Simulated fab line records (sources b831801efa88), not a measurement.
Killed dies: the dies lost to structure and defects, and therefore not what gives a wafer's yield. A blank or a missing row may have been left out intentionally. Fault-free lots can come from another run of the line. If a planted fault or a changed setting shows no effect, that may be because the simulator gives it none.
fab line records	flow gf180mcu
record: lots: 24	wafers: 72	lastDay: 34
route steps=602 shown VT_IMPLANT@110 SAB@274 CONTACT@292 M4@456
lots untouched by any fault: they come from a run of this same line in which no faults occurred
startH: hours from the record's opening day to when the first of the lot's shown wafers began	waitH: how many hours have passed since the lot's step before this one	" identical to the entry in the row above	L1.1+2: one row covering several wafers at once	- value missing, or start not given	* or withheld: withheld	< > ~ a bound
route shown NAME@n: NAME is a module with steps in the file, n the number in the route of the first one	usual: mean/standard deviation of fault-free wafers	same: alike in all rows	chamber/n: place in a boat	sites: per-site readings	_std_site: how widely they spread, as a standard deviation	_edge_site: mean of outer sites minus mean of inner sites	radiusMm: for every site, how far away it sits from the centre of the wafer	mask NAME#n: copy n	behind: the tool/chamber that last shaped the wafer	hold: why the lot went on hold/how many hours it stayed there/how the hold came to an end	device: which transistor (n, p or np) failed to switch	end of line: tests run on the same wafers once the route is complete	a step without rows: its recipe alone	killed: the dies lost at the first sort to structure and to defects; this is not the yield of the wafer	map: per-die view of a wafer (x killed, . not killed, _ where there is no die)
set.NAME: the setting that was run; set.NAME@STEP: the one run at that earlier step	model.NAME: the simulator's own value behind a step, which no gauge read
steps of the route over a sample of lots; a table a step, a row a wafer
services: the hour from which a tool's chamber was out of use, counted from the record's first day as startH (under 0 if before that day), plus the number of hours and why
== steps ==
step: GF_VT_IMPLANT_STRIP_20
recipe: chemistry: O2/N2	powerW: 1400	pressureMtorr: 1500	platenTempC: 250	o2FlowSccm: 3000	n2FlowSccm: 300	overashFraction: 0.5
usual: chamberPressureMTorr: 1500.0/1.4	drypumpMotorCurrentA: 5.7/0.36	heaterPowerW: 337/25	o2FlowSccm: 3001/9.2	oesProductAu: 0.717/0.005	platenTempC: 249.98/0.18	stripTimeToEndpointS: 12.62/0.043
lot.wafer	tool	chamber	startH	waitH	chamberPressureMTorr	drypumpMotorCurrentA	heaterPowerW	o2FlowSccm	oesProductAu	platenTempC	rfHoursCounterH	stripTimeToEndpointS
L074.2	plasmaAsher-01	1	127.02	0.1	1498.7	6.0	344	3012	0.717	250.28	1	12.61
L074.4	"	0	"	"	1499.0	5.8	312	2988	0.717	250.09	-	12.63
L074.6	"	1	"	"	1498.8	6.0	347	2996	0.720	250.16	-	12.61
L075.2	plasmaAsher-01	1	132.26	0.1	1501.0	6.0	346	2989	0.707	250.24	2	12.61
L075.3	"	0	"	"	1500.3	5.8	307	3007	0.725	249.71	-	12.60
L075.6	"	0	"	"	1502.3	5.8	302	3002	0.721	249.76	-	12.60
L076.1	plasmaAsher-04	0	137.92	0.1	1499.2	5.3	346	2993	0.715	249.92	51	12.71
L076.4	"	1	"	"	1499.3	5.3	372	2991	0.720	249.75	-	12.68
L076.5	"	1	"	"	1499.2	5.4	362	3000	0.720	249.73	-	12.69
L077.3	plasmaAsher-04	1	145.75	0.1	1499.7	5.4	363	2996	0.714	250.04	-	12.63
L077.5	"	1	"	"	1498.6	5.4	361	2988	0.713	250.31	-	12.62
L077.6	"	0	"	"	1501.0	5.3	347	2992	0.716	250.18	-	12.66
L078.3	plasmaAsher-04	1	152.14	0.1	1501.5	5.3	363	3014	0.716	250.03	-	12.70
L078.4	"	0	"	"	1499.7	5.3	342	2996	0.713	249.90	-	12.68
L078.6	"	0	"	"	1499.4	5.3	351	3007	0.725	249.65	-	12.71
L079.1	plasmaAsher-04	1	157.81	0.1	1497.3	5.4	372	2996	0.726	249.75	53	12.66
L079.3	"	1	"	"	1501.4	5.3	373	2993	0.713	249.87	-	12.62
L079.6	"	1	"	"	1501.4	5.4	361	2991	0.720	250.03	-	12.64
L080.3	plasmaAsher-01	1	161.86	0.1	1498.0	6.1	344	2997	0.717	250.18	-	12.63
L080.4	"	0	"	"	1501.4	5.8	296	3016	0.712	250.59	-	12.58
L080.6	"	0	"	"	1502.0	5.8	312	3006	0.717	250.05	-	12.58
L081.1	plasmaAsher-03	1	171.52	0.1	1500.1	5.4	364	3006	0.722	249.82	54	12.68
L081.2	"	0	"	"	1501.7	6.5	303	2997	0.712	249.91	54	12.72
L081.3	"	1	"	"	1499.0	5.4	371	3015	0.712	249.86	-	12.68
L082.1	plasmaAsher-01	1	175.81	0.1	1500.2	6.0	345	2993	0.721	249.98	6	12.59
L082.4	"	0	"	"	1500.9	5.8	309	2983	0.718	250.26	-	12.68
L082.6	"	1	"	"	1499.2	6.0	346	3005	0.718	249.83	-	12.65
L083.3	plasmaAsher-01	1	184.59	0.1	1500.9	6.0	349	2993	0.717	249.96	-	12.62
L083.4	"	0	"	"	1497.9	5.8	302	3007	0.709	249.93	-	12.64
L083.5	"	1	"	"	1502.6	6.0	355	3004	0.714	249.86	-	12.57
L084.1	plasmaAsher-01	0	189.72	0.1	1499.4	5.8	303	3005	0.719	250.14	7	12.60
L084.2	"	1	"	"	1498.7	6.0	339	3008	0.715	249.97	7	12.64
L084.5	"	1	"	"	1500.5	6.0	354	3010	0.719	250.15	-	12.62
L085.2	plasmaAsher-01	1	196.56	0.1	1501.2	6.0	342	2997	0.714	250.13	8	12.66
L085.4	"	1	"	"	1500.5	6.0	361	2992	0.717	250.12	-	12.66
L085.6	"	0	"	"	1498.2	5.8	313	2996	0.712	249.88	-	12.66
L086.1	plasmaAsher-01	1	201.57	0.1	1498.5	6.0	340	2996	0.721	249.67	9	12.59
L086.2	"	0	"	"	1500.2	5.8	299	2990	0.714	249.88	9	12.60
L086.4	"	1	"	"	1501.5	6.0	354	3008	0.718	249.89	-	12.62
L087.3	plasmaAsher-03	1	207.84	0.1	1502.1	5.4	359	2992	0.708	250.12	-	12.58
L087.4	"	0	"	"	1500.4	6.6	303	3006	0.709	250.24	-	12.55
L087.6	"	0	"	"	1499.4	6.6	310	3024	0.721	250.17	-	12.54
L088.1	plasmaAsher-03	1	216.16	0.1	1498.7	5.4	364	3000	0.719	249.66	59	12.61
L088.3	"	0	"	"	1499.5	6.6	305	2992	0.711	250.02	-	12.61
L088.4	"	1	"	"	1497.0	5.4	369	2998	0.715	249.81	-	12.62
L089.2	plasmaAsher-04	1	220.06	0.1	1498.9	5.3	375	3007	0.716	249.73	60	12.61
L089.3	"	1	"	"	1498.3	5.3	366	3001	0.720	249.69	-	12.56
L089.5	"	0	"	"	1497.8	5.4	339	2990	0.715	249.94	-	12.58
L090.3	plasmaAsher-01	0	227.25	0.1	1501.3	5.8	306	3009	0.707	249.76	-	12.59
L090.4	"	1	"	"	1500.4	6.0	356	3000	0.714	249.90	-	12.58
L090.6	"	0	"	"	1500.4	5.8	306	3010	0.720	249.86	-	12.59
L091.2	plasmaAsher-01	0	233.47	0.1	1498.9	5.8	311	3000	0.721	250.35	12	12.55
L091.4	"	1	"	"	1500.2	6.0	350	2999	0.711	250.09	-	12.55
L091.6	"	0	"	"	1500.2	5.8	297	3006	0.713	250.01	-	12.55
L092.1	plasmaAsher-01	0	238.92	0.1	1502.6	5.8	298	3016	0.720	249.98	13	12.69
L092.2	"	1	"	"	1501.9	6.0	354	2996	0.714	250.02	13	12.65
L092.4	"	1	"	"	1499.9	6.0	346	2995	0.715	249.92	-	12.67
L093.1	plasmaAsher-01	0	248.22	0.1	1499.5	5.8	309	3001	0.717	250.28	14	12.63
L093.3	"	1	"	"	1501.8	6.0	350	2988	0.725	249.77	-	12.63
L093.4	"	0	"	"	1501.0	5.8	299	3018	0.718	250.36	-	12.59
L094.1	plasmaAsher-01	0	255.51	0.1	1500.3	5.8	306	3022	0.718	249.89	15	12.62
L094.3	"	1	"	"	1501.0	6.0	349	3000	0.711	249.47	-	12.70
L094.6	"	0	"	"	1500.1	5.8	305	3028	0.724	249.85	-	12.68
L095.1	plasmaAsher-04	0	260.07	0.1	1499.4	5.3	334	2995	0.720	250.29	64	12.61
L095.2	"	1	"	"	1502.8	5.3	360	3003	0.717	249.76	64	12.60
L095.3	"	0	"	"	1498.3	5.4	345	3007	0.725	250.15	-	12.60
L096.3	plasmaAsher-04	1	265.64	0.1	1500.2	5.3	370	3015	0.722	250.01	-	12.57
L096.5	"	0	"	"	1501.0	5.3	353	3010	0.715	250.09	-	12.58
L096.6	"	1	"	"	1498.3	5.3	375	3008	0.708	250.02	-	12.58
L097.1	plasmaAsher-04	0	277.56	0.1	1502.1	5.3	357	3004	0.714	249.94	66	12.65
L097.2	"	1	"	"	1500.3	5.3	364	2989	0.728	249.77	66	12.71
L097.4	"	0	"	"	1499.8	5.3	347	2995	0.720	249.93	-	12.71
step: GF_SAB_OVL_MEAS_10
usual: SAB_OVL: 0.3/1.3
lot.wafer	tool	chamber	startH	waitH	SAB_OVL[nm]
L074.2	overlay-02	-	336.76	0.1	-0.3
L074.4	"	-	"	"	-0.9
L074.6	"	-	"	"	-0.8
L075.2	overlay-02	-	345.41	0.1	-1.1
L075.3	"	-	"	"	-0.5
L075.6	"	-	"	"	-1.2
L076.1	overlay-02	-	356.35	0.1	-1.3
L076.4	"	-	"	"	-1.2
L076.5	"	-	"	"	-3.4
L077.3	overlay-02	-	365.86	0.1	-2.4
L077.5	"	-	"	"	-0.8
L077.6	"	-	"	"	-2.7
L078.3	overlay-01	-	375.16	0.1	0.5
L078.4	"	-	"	"	-0.3
L078.6	"	-	"	"	0.8
L079.1	overlay-01	-	383.70	0.1	0.9
L079.3	"	-	"	"	0.7
L079.6	"	-	"	"	1.1
L080.3	overlay-02	-	388.37	0.1	-0.1
L080.4	"	-	"	"	-0.6
L080.6	"	-	"	"	1.1
L081.1	overlay-02	-	404.35	0.1	0.4
L081.2	"	-	"	"	1.8
L081.3	"	-	"	"	-0.4
L082.1	overlay-02	-	404.90	0.1	1.3
L082.4	"	-	"	"	2.6
L082.6	"	-	"	"	1.3
L083.3	overlay-02	-	419.57	0.1	0.1
L083.4	"	-	"	"	0.3
L083.5	"	-	"	"	-0.7
L084.1	overlay-01	-	426.45	0.1	0.3
L084.2	"	-	"	"	-0.6
L084.5	"	-	"	"	0.0
L085.2	overlay-02	-	441.40	0.1	1.0
L085.4	"	-	"	"	1.2
L085.6	"	-	"	"	-0.2
L086.1	overlay-01	-	445.70	0.1	0.5
L086.2	"	-	"	"	1.0
L086.4	"	-	"	"	-0.5
L087.3	overlay-02	-	451.66	0.1	2.6
L087.4	"	-	"	"	2.7
L087.6	"	-	"	"	1.7
L088.1	overlay-01	-	463.60	0.1	-1.2
L088.3	"	-	"	"	0.0
L088.4	"	-	"	"	-0.3
L089.2	overlay-01	-	470.16	0.1	1.6
L089.3	"	-	"	"	3.3
L089.5	"	-	"	"	2.5
L090.3	overlay-01	-	475.51	0.1	1.3
L090.4	"	-	"	"	-0.9
L090.6	"	-	"	"	1.5
L091.2	overlay-02	-	485.40	0.1	-0.9
L091.4	"	-	"	"	0.6
L091.6	"	-	"	"	-0.5
L092.1	overlay-02	-	492.90	0.1	-0.7
L092.2	"	-	"	"	-0.8
L092.4	"	-	"	"	0.2
L093.1	overlay-01	-	502.20	0.1	-0.4
L093.3	"	-	"	"	1.9
L093.4	"	-	"	"	1.9
L094.1	overlay-01	-	512.90	0.1	0.4
L094.3	"	-	"	"	-0.5
L094.6	"	-	"	"	0.8
L095.1	overlay-02	-	520.00	0.1	2.9
L095.2	"	-	"	"	1.3
L095.3	"	-	"	"	2.1
L096.3	overlay-01	-	524.86	0.1	-2.8
L096.5	"	-	"	"	-1.9
L096.6	"	-	"	"	-2.4
L097.1	overlay-01	-	540.35	0.1	3.0
L097.2	"	-	"	"	2.1
L097.4	"	-	"	"	2.2
step: GF_CONTACT_BOW_MEAS_05
recipe: mode: bow
usual: CONTACT_BOW: 65/6.4
lot.wafer	tool	chamber	startH	waitH	CONTACT_BOW[um]
L074.2	filmMetro-04	-	338.23	0.2	63
L074.4	"	-	"	"	66
L074.6	"	-	"	"	70
L075.2	filmMetro-01	-	346.94	0.2	56
L075.3	"	-	"	"	55
L075.6	"	-	"	"	66
L076.1	filmMetro-02	-	357.78	0.2	63
L076.4	"	-	"	"	61
L076.5	"	-	"	"	71
L077.3	filmMetro-01	-	367.43	0.3	65
L077.5	"	-	"	"	61
L077.6	"	-	"	"	70
L078.3	filmMetro-01	-	376.63	0.1	65
L078.4	"	-	"	"	59
L078.6	"	-	"	"	65
L079.1	filmMetro-04	-	385.62	0.2	71
L079.3	"	-	"	"	66
L079.6	"	-	"	"	65
L080.3	filmMetro-04	-	389.84	0.3	72
L080.4	"	-	"	"	71
L080.6	"	-	"	"	63
L081.1	filmMetro-04	-	405.80	0.1	72
L081.2	"	-	"	"	62
L081.3	"	-	"	"	61
L082.1	filmMetro-01	-	406.40	0.2	68
L082.4	"	-	"	"	56
L082.6	"	-	"	"	65
L083.3	filmMetro-01	-	421.10	0.1	66
L083.4	"	-	"	"	58
L083.5	"	-	"	"	67
L084.1	filmMetro-04	-	427.90	0.2	70
L084.2	"	-	"	"	77
L084.5	"	-	"	"	61
L085.2	filmMetro-01	-	442.85	0.2	66
L085.4	"	-	"	"	78
L085.6	"	-	"	"	77
L086.1	filmMetro-02	-	447.15	0.1	64
L086.2	"	-	"	"	66
L086.4	"	-	"	"	62
L087.3	filmMetro-01	-	453.13	0.1	72
L087.4	"	-	"	"	65
L087.6	"	-	"	"	68
L088.1	filmMetro-01	-	465.05	0.2	57
L088.3	"	-	"	"	54
L088.4	"	-	"	"	56
L089.2	filmMetro-04	-	471.60	0.1	70
L089.3	"	-	"	"	63
L089.5	"	-	"	"	67
L090.3	filmMetro-01	-	476.98	0.1	59
L090.4	"	-	"	"	68
L090.6	"	-	"	"	73
L091.2	filmMetro-02	-	486.87	0.2	73
L091.4	"	-	"	"	69
L091.6	"	-	"	"	59
L092.1	filmMetro-04	-	494.56	0.1	62
L092.2	"	-	"	"	59
L092.4	"	-	"	"	67
L093.1	filmMetro-01	-	503.68	0.2	62
L093.3	"	-	"	"	57
L093.4	"	-	"	"	57
L094.1	filmMetro-02	-	514.47	0.1	63
L094.3	"	-	"	"	64
L094.6	"	-	"	"	62
L095.1	filmMetro-04	-	521.47	0.1	68
L095.2	"	-	"	"	74
L095.3	"	-	"	"	69
L096.3	filmMetro-01	-	526.33	0.2	57
L096.5	"	-	"	"	50
L096.6	"	-	"	"	63
L097.1	filmMetro-01	-	541.79	0.1	66
L097.2	"	-	"	"	75
L097.4	"	-	"	"	70
step: GF_CONTACT_STRIP_18
recipe: chemistry: O2/N2	powerW: 1400	pressureMtorr: 1500	platenTempC: 250	o2FlowSccm: 3000	n2FlowSccm: 300	overashFraction: 0.5
usual: chamberPressureMTorr: 1500.1/1.4	drypumpMotorCurrentA: 5.4/0.39	heaterPowerW: 339/30	o2FlowSccm: 2999/9.2	oesProductAu: 0.580/0.005	platenTempC: 250.03/0.21
lot.wafer	tool	chamber	startH	waitH	chamberPressureMTorr	drypumpMotorCurrentA	heaterPowerW	o2FlowSccm	oesProductAu	platenTempC	rfHoursCounterH
L074.2	plasmaAsher-04	0	360.05	-	1500.1	5.3	350	2983	0.584	249.91	75
L074.4	"	1	"	"	1500.2	5.3	373	3002	0.589	250.08	-
L074.6	"	0	"	"	1500.9	5.3	344	2997	0.575	250.26	-
L075.2	plasmaAsher-02	1	368.45	-	1499.3	5.2	314	3003	0.591	250.34	55
L075.3	"	1	"	"	1501.1	5.2	313	3013	0.573	250.15	-
L075.6	"	1	"	"	1499.4	5.2	303	3011	0.573	250.07	-
L076.1	plasmaAsher-02	1	380.05	-	1498.7	5.2	311	2989	0.580	250.04	56
L076.4	"	0	"	"	1502.5	5.2	331	2987	0.584	250.21	-
L076.5	"	1	"	"	1500.1	5.2	305	3001	0.583	250.05	-
L077.3	plasmaAsher-02	0	390.17	-	1497.8	5.2	337	2991	0.577	250.17	-
L077.5	"	1	"	"	1501.4	5.2	317	3006	0.577	250.24	-
L077.6	"	0	"	"	1498.8	5.2	337	3014	0.589	249.83	-
L078.3	plasmaAsher-03	1	400.12	-	1497.0	5.4	362	2988	0.580	249.92	-
L078.4	"	0	"	"	1501.3	6.6	308	2994	0.578	249.94	-
L078.6	"	0	"	"	1501.0	6.5	306	2991	0.582	249.65	-
L079.1	plasmaAsher-02	1	409.10	-	1499.7	5.2	310	3005	0.586	250.36	59
L079.3	"	1	"	"	1502.2	5.2	313	3015	0.580	250.09	-
L079.6	"	1	"	"	1503.0	5.2	303	3025	0.584	250.28	-
L080.3	plasmaAsher-03	1	413.28	-	1500.7	5.4	365	3004	0.572	250.51	-
L080.4	"	0	"	"	1499.8	6.6	312	2991	0.581	250.00	-
L080.6	"	1	"	"	1499.4	5.4	362	3007	0.575	250.33	-
L081.1	plasmaAsher-04	1	430.39	-	1500.5	5.3	383	2998	0.583	249.98	0
L081.2	"	0	"	"	1499.5	5.3	317	2999	0.580	249.93	0
L081.3	"	1	"	"	1498.1	5.3	391	2987	0.575	249.69	-
L082.1	plasmaAsher-04	0	431.04	-	1499.5	5.3	318	3006	0.586	250.01	0
L082.4	"	0	"	"	1499.4	5.3	324	3001	0.581	249.95	-
L082.6	"	1	"	"	1501.3	5.3	393	3007	0.575	249.96	-
L083.3	plasmaAsher-02	1	446.28	-	1499.3	5.2	305	2994	0.582	250.00	-
L083.4	"	0	"	"	1500.1	5.2	327	3000	0.569	249.89	-
L083.5	"	0	"	"	1502.2	5.2	338	2989	0.580	249.86	-
L084.1	plasmaAsher-04	1	452.80	-	1499.4	5.4	385	2987	0.571	250.08	3
L084.2	"	0	"	"	1498.2	5.3	316	3013	0.585	249.80	3
L084.5	"	0	"	"	1498.4	5.3	330	3008	0.576	249.98	-
L085.2	plasmaAsher-04	1	467.94	-	1498.7	5.3	378	2999	0.576	249.94	4
L085.4	"	0	"	"	1498.0	5.4	322	2991	0.589	249.74	-
L085.6	"	1	"	"	1498.6	5.3	385	2993	0.583	249.94	-
L086.1	plasmaAsher-02	0	471.70	-	1497.6	5.2	342	3003	0.584	249.88	65
L086.2	"	1	"	"	1500.8	5.2	303	3012	0.576	249.95	65
L086.4	"	1	"	"	1496.3	5.2	310	3003	0.576	250.07	-
L087.3	plasmaAsher-04	0	477.93	-	1501.2	5.4	317	3005	0.579	250.13	-
L087.4	"	1	"	"	1500.0	5.4	378	3002	0.585	250.11	-
L087.6	"	1	"	"	1502.0	5.3	382	3012	0.578	250.15	-
L088.1	plasmaAsher-03	1	489.89	-	1499.8	5.4	362	2988	0.581	250.30	88
L088.3	"	1	"	"	1501.7	5.3	362	2984	0.574	250.17	-
L088.4	"	0	"	"	1497.6	6.5	298	2994	0.593	249.97	-
L089.2	plasmaAsher-02	0	494.94	-	1500.4	5.2	337	2996	0.578	250.20	67
L089.3	"	0	"	"	1498.8	5.2	339	2991	0.584	249.99	-
L089.5	"	1	"	"	1500.7	5.2	316	3008	0.582	250.13	-
L090.3	plasmaAsher-04	1	500.78	-	1500.9	5.3	377	2993	0.573	249.85	-
L090.4	"	0	"	"	1501.2	5.3	325	3000	0.578	250.11	-
L090.6	"	1	"	"	1501.4	5.4	393	2998	0.578	249.72	-
L091.2	plasmaAsher-02	1	511.25	-	1501.3	5.2	306	2999	0.576	249.85	69
L091.4	"	0	"	"	1502.2	5.2	338	2996	0.583	250.10	-
L091.6	"	0	"	"	1500.0	5.2	332	3002	0.578	250.13	-
L092.1	plasmaAsher-03	0	518.91	-	1501.7	6.5	301	3008	0.578	250.34	91
L092.2	"	1	"	"	1497.7	5.4	361	3015	0.575	250.20	91
L092.4	"	0	"	"	1501.7	6.5	303	3007	0.572	250.33	-
L093.1	plasmaAsher-03	1	527.84	-	1499.3	5.3	361	2992	0.578	250.06	92
L093.3	"	0	"	"	1498.8	6.5	302	2991	0.583	250.04	-
L093.4	"	1	"	"	1498.8	5.3	352	2996	0.586	250.06	-
L094.1	plasmaAsher-04	1	538.22	-	1500.7	5.3	387	3000	0.587	249.81	12
L094.3	"	1	"	"	1501.7	5.4	379	2999	0.585	250.07	-
L094.6	"	0	"	"	1500.8	5.3	323	3011	0.579	249.77	-
L095.1	plasmaAsher-04	1	544.45	-	1499.6	5.4	390	2997	0.575	250.18	13
L095.2	"	0	"	"	1498.9	5.4	317	3007	0.575	249.93	13
L095.3	"	1	"	"	1500.6	5.4	383	3007	0.581	250.08	-
L096.3	plasmaAsher-04	1	548.93	-	1500.3	5.3	387	2988	0.580	249.66	-
L096.5	"	1	"	"	1497.8	5.3	390	2983	0.588	249.76	-
L096.6	"	0	"	"	1500.4	5.3	320	3008	0.575	250.32	-
L097.1	plasmaAsher-04	0	563.90	-	1500.4	5.4	318	3003	0.578	249.93	15
L097.2	"	1	"	"	1499.7	5.3	394	3007	0.585	250.41	15
L097.4	"	0	"	"	1499.9	5.4	322	2999	0.584	250.04	-
step: GF_CONTACT_RS_MEAS_25
recipe: thkMeasGauge: four-point-probe	reads: W_of_CONTACT_CVD_24+TiN_of_CONTACT_SPUTTER_23+Ti_of_CONTACT_SPUTTER_22
usual: CONTACT_W_RS: 0.380/0.0044
lot.wafer	tool	chamber	startH	waitH	CONTACT_W_RS[ohm/sq]
L074.2	filmMetro-02	-	360.56	0.1	0.384
L074.4	"	-	"	"	0.388
L074.6	"	-	"	"	0.389
L075.2	filmMetro-04	-	368.97	0.1	0.383
L075.3	"	-	"	"	0.387
L075.6	"	-	"	"	0.387
L076.1	filmMetro-04	-	380.56	0.1	0.379
L076.4	"	-	"	"	0.381
L076.5	"	-	"	"	0.377
L077.3	filmMetro-01	-	390.68	0.1	0.379
L077.5	"	-	"	"	0.385
L077.6	"	-	"	"	0.386
L078.3	filmMetro-02	-	400.63	0.1	0.377
L078.4	"	-	"	"	0.389
L078.6	"	-	"	"	0.379
L079.1	filmMetro-02	-	409.60	0.1	0.369
L079.3	"	-	"	"	0.377
L079.6	"	-	"	"	0.380
L080.3	filmMetro-02	-	413.80	0.1	0.383
L080.4	"	-	"	"	0.387
L080.6	"	-	"	"	0.383
L081.1	filmMetro-01	-	430.91	0.1	0.377
L081.2	"	-	"	"	0.386
L081.3	"	-	"	"	0.384
L082.1	filmMetro-04	-	431.54	0.1	0.378
L082.4	"	-	"	"	0.383
L082.6	"	-	"	"	0.378
L083.3	filmMetro-04	-	446.81	0.1	0.378
L083.4	"	-	"	"	0.371
L083.5	"	-	"	"	0.374
L084.1	filmMetro-04	-	453.32	0.1	0.382
L084.2	"	-	"	"	0.378
L084.5	"	-	"	"	0.377
L085.2	filmMetro-04	-	468.47	0.1	0.379
L085.4	"	-	"	"	0.379
L085.6	"	-	"	"	0.376
L086.1	filmMetro-01	-	472.21	0.1	0.383
L086.2	"	-	"	"	0.385
L086.4	"	-	"	"	0.380
L087.3	filmMetro-02	-	478.45	0.1	0.384
L087.4	"	-	"	"	0.376
L087.6	"	-	"	"	0.376
L088.1	filmMetro-02	-	490.40	0.1	0.380
L088.3	"	-	"	"	0.376
L088.4	"	-	"	"	0.383
L089.2	filmMetro-01	-	495.48	0.1	0.380
L089.3	"	-	"	"	0.381
L089.5	"	-	"	"	0.380
L090.3	filmMetro-02	-	501.29	0.1	0.384
L090.4	"	-	"	"	0.381
L090.6	"	-	"	"	0.383
L091.2	filmMetro-02	-	511.78	0.1	0.379
L091.4	"	-	"	"	0.373
L091.6	"	-	"	"	0.374
L092.1	filmMetro-01	-	519.41	0.1	0.375
L092.2	"	-	"	"	0.377
L092.4	"	-	"	"	0.375
L093.1	filmMetro-01	-	528.46	0.2	0.379
L093.3	"	-	"	"	0.378
L093.4	"	-	"	"	0.376
L094.1	filmMetro-01	-	538.73	0.1	0.380
L094.3	"	-	"	"	0.380
L094.6	"	-	"	"	0.384
L095.1	filmMetro-02	-	544.95	0.1	0.384
L095.2	"	-	"	"	0.385
L095.3	"	-	"	"	0.384
L096.3	filmMetro-02	-	549.44	0.1	0.377
L096.5	"	-	"	"	0.374
L096.6	"	-	"	"	0.378
L097.1	filmMetro-01	-	564.42	0.1	0.378
L097.2	"	-	"	"	0.377
L097.4	"	-	"	"	0.379
step: GF_M4_SPUTTER_00
recipe: material: Ti	targetThkNm: 37.5	arrivingIonEnergyEv: 80	substrateTempC: 200	chamberPressurePa: 2	powerW: 4000	timeS: 150
usual: throttleValvePct: 29.9/1
lot.wafer	tool	chamber	startH	waitH	throttleValvePct
L074.2	pvdSputter-03	-	514.64	0.1	30.4
L074.4	"	-	"	"	27.7
L074.6	"	-	"	"	29.4
L075.2	pvdSputter-01	-	522.79	0.2	29.7
L075.3	"	-	"	"	30.0
L075.6	"	-	"	"	29.6
L076.1	pvdSputter-02	-	535.11	0.1	30.4
L076.4	"	-	"	"	29.1
L076.5	"	-	"	"	30.1
L077.3	pvdSputter-03	-	544.95	0.1	30.3
L077.5	"	-	"	"	29.3
L077.6	"	-	"	"	31.3
L078.3	pvdSputter-03	-	551.60	0.2	29.2
L078.4	"	-	"	"	30.9
L078.6	"	-	"	"	27.3
L079.1	pvdSputter-01	-	561.68	0.2	29.7
L079.3	"	-	"	"	29.7
L079.6	"	-	"	"	31.6
L080.3	pvdSputter-02	-	563.58	0.1	30.1
L080.4	"	-	"	"	29.1
L080.6	"	-	"	"	30.6
L081.1	pvdSputter-02	-	579.73	0.2	29.2
L081.2	"	-	"	"	29.7
L081.3	"	-	"	"	30.3
L082.1	pvdSputter-02	-	581.24	0.2	30.4
L082.4	"	-	"	"	30.3
L082.6	"	-	"	"	30.2
L083.3	pvdSputter-01	-	594.05	0.2	30.4
L083.4	"	-	"	"	29.8
L083.5	"	-	"	"	29.8
L084.1	pvdSputter-02	-	600.28	0.1	30.7
L084.2	"	-	"	"	29.8
L084.5	"	-	"	"	30.1
L085.2	pvdSputter-01	-	613.38	0.1	31.3
L085.4	"	-	"	"	29.9
L085.6	"	-	"	"	31.6
L086.1	pvdSputter-03	-	616.72	0.1	31.5
L086.2	"	-	"	"	30.2
L086.4	"	-	"	"	27.8
L087.3	pvdSputter-03	-	621.38	0.1	30.1
L087.4	"	-	"	"	27.4
L087.6	"	-	"	"	27.7
L088.1	pvdSputter-02	-	631.34	0.1	30.2
L088.3	"	-	"	"	29.1
L088.4	"	-	"	"	30.3
L089.2	pvdSputter-01	-	636.43	0.2	31.6
L089.3	"	-	"	"	29.8
L089.5	"	-	"	"	29.7
L090.3	pvdSputter-03	-	640.67	0.1	27.4
L090.4	"	-	"	"	29.6
L090.6	"	-	"	"	27.7
L091.2	pvdSputter-03	-	650.74	0.1	30.9
L091.4	"	-	"	"	30.0
L091.6	"	-	"	"	27.6
L092.1	pvdSputter-03	-	656.94	0.2	27.7
L092.2	"	-	"	"	29.2
L092.4	"	-	"	"	31.1
L093.1	pvdSputter-01	-	664.20	0.1	30.3
L093.3	"	-	"	"	29.9
L093.4	"	-	"	"	31.6
L094.1	pvdSputter-02	-	673.34	0.1	28.9
L094.3	"	-	"	"	30.3
L094.6	"	-	"	"	30.4
L095.1	pvdSputter-02	-	678.79	0.2	29.2
L095.2	"	-	"	"	30.1
L095.3	"	-	"	"	30.1
L096.3	pvdSputter-02	-	681.09	0.2	30.4
L096.5	"	-	"	"	30.6
L096.6	"	-	"	"	30.1
L097.1	pvdSputter-03	-	695.14	0.1	29.0
L097.2	"	-	"	"	30.3
L097.4	"	-	"	"	27.7
== services ==
tool	chamber	startH	hours	kind
plasmaAsher-01	-	108.75	9.0	pm
pvdSputter-02	-	120.04	2.0	repair
pvdSputter-02	-	123.34	2.7	repair
plasmaAsher-02	-	135.56	7.0	repair
pvdSputter-03	-	155.49	4.3	repair
plasmaAsher-03	-	202.40	1.5	repair
plasmaAsher-02	-	208.53	2.8	pm
plasmaAsher-04	-	215.03	1.8	repair
plasmaAsher-04	-	216.84	2.8	pm
plasmaAsher-01	-	279.73	0.6	repair
pvdSputter-03	-	286.75	1.2	repair
plasmaAsher-01	-	340.70	3.0	repair
pvdSputter-03	-	377.65	1.3	repair
pvdSputter-02	-	392.03	1.1	repair
pvdSputter-03	-	407.63	1.7	repair
pvdSputter-03	-	416.15	4.9	repair
plasmaAsher-04	-	421.25	9.0	pm
plasmaAsher-01	-	435.01	2.7	repair
pvdSputter-03	-	435.35	4.9	repair
pvdSputter-03	-	442.12	2.2	repair
plasmaAsher-01	-	465.64	2.0	repair
pvdSputter-03	-	482.17	15.0	repair
pvdSputter-03	-	508.37	3.8	repair
plasmaAsher-01	-	603.34	15.6	pm
== key ==
fault none
